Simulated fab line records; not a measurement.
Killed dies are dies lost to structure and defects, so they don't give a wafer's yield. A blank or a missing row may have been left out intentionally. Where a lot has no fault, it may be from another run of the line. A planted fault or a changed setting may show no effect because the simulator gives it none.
Which tool is to blame? / flow sky130 / 36 wafers from 12 lots sampled at 2 of the route's 708 steps

WHAT EACH GAUGE READ, for each wafer
SKY_SONOS_ONO_THK_MEAS_01.
lot=L645; measured=day 13 20:43; on=film metro-03; SONOS_ONO_OXIDATION_THK (nm)=2.59 2.65 2.61
lot=L647; measured=day 14 05:17; on=film metro-01; SONOS_ONO_OXIDATION_THK (nm)=2.58 2.59 2.56
lot=L649; measured=day 15 02:34; on=film metro-03; SONOS_ONO_OXIDATION_THK (nm)=2.66 2.64 2.69
lot=L650; measured=day 15 07:02; on=film metro-04; SONOS_ONO_OXIDATION_THK (nm)=2.55 2.55 2.55
lot=L651; measured=day 15 15:57; on=film metro-04; SONOS_ONO_OXIDATION_THK (nm)=2.55 2.49 2.59
lot=L652; measured=day 16 04:11; on=film metro-01; SONOS_ONO_OXIDATION_THK (nm)=2.65 2.62 2.62
lot=L654; measured=day 17 00:34; on=film metro-01; SONOS_ONO_OXIDATION_THK (nm)=2.69 2.60 2.59
lot=L656; measured=day 17 04:23; on=film metro-01; SONOS_ONO_OXIDATION_THK (nm)=2.61 2.59 2.61
lot=L658; measured=day 18 04:32; on=film metro-04; SONOS_ONO_OXIDATION_THK (nm)=2.66 2.70 2.66
lot=L659; measured=day 18 15:41; on=film metro-04; SONOS_ONO_OXIDATION_THK (nm)=2.54 2.49 2.59
lot=L660; measured=day 19 00:28; on=film metro-03; SONOS_ONO_OXIDATION_THK (nm)=2.64 2.70 2.73
lot=L661; measured=day 19 11:39; on=film metro-03; SONOS_ONO_OXIDATION_THK (nm)=2.59 2.59 2.64

SKY_SONOS_ONO_THK_MEAS_03.
lot=L645; measured=day 14 01:38; on=film metro-04; SONOS_ONO_CVD_02_THK (nm)=10.43 10.34 10.55
lot=L647; measured=day 14 07:54; on=film metro-04; SONOS_ONO_CVD_02_THK (nm)=10.41 10.63 10.56
lot=L649; measured=day 15 05:28; on=film metro-01; SONOS_ONO_CVD_02_THK (nm)=10.71 10.60 10.70
lot=L650; measured=day 15 08:09; on=film metro-01; SONOS_ONO_CVD_02_THK (nm)=10.40 10.37 10.46
lot=L651; measured=day 15 18:02; on=film metro-03; SONOS_ONO_CVD_02_THK (nm)=10.26 10.36 10.46
lot=L652; measured=day 16 05:18; on=film metro-03; SONOS_ONO_CVD_02_THK (nm)=10.47 10.50 10.40
lot=L654; measured=day 17 03:44; on=film metro-01; SONOS_ONO_CVD_02_THK (nm)=10.60 10.62 10.58
lot=L656; measured=day 17 06:34; on=film metro-04; SONOS_ONO_CVD_02_THK (nm)=10.56 10.56 10.59
lot=L658; measured=day 18 08:25; on=film metro-03; SONOS_ONO_CVD_02_THK (nm)=10.40 10.43 10.40
lot=L659; measured=day 18 17:14; on=film metro-01; SONOS_ONO_CVD_02_THK (nm)=10.50 10.53 10.48
lot=L660; measured=day 19 02:46; on=film metro-04; SONOS_ONO_CVD_02_THK (nm)=10.77 10.84 10.64
lot=L661; measured=day 19 12:46; on=film metro-01; SONOS_ONO_CVD_02_THK (nm)=10.40 10.37 10.13

EACH LOT AND THE TOOL THAT RAN IT (in order: tool; ch and the chambers of the sampled wafers; start)
The record holds no process step before these readings.

AS READ BY THE TOOLS THEMSELVES (means over the sampled wafers that have a number; for cases with no such wafer, the mark the record gives instead)
The record holds no such reading with a usual standard deviation.

THE ANSWER, worked out from the rows above alone
Rule: the usual values come from the lots themselves. Put in order of their means at a reading, lots are off if they are a third of the lots or fewer, leave a main group of 4 or more, and stand apart from it by a gap of 3 or more times the standard deviation of the main group's means; of several such gaps the widest counts. If all means in a main group match to the digits the tables above print for the reading, that group is not used. A lot without any number at a reading at which 4 lots or more have one is off too. Where the step has rows for the other lots, those lots are counted as sound. After the gauges, taken in route order, come the tools' own readings; for these a lot's mean is taken, as printed above. The first step at which some lot is off is used, and at that step the reading that is off furthest; a lot without a number counts as furthest.
No lot is off at any reading shown: from this, nothing can be told.

WHAT THE SIMULATOR HAD INSERTED
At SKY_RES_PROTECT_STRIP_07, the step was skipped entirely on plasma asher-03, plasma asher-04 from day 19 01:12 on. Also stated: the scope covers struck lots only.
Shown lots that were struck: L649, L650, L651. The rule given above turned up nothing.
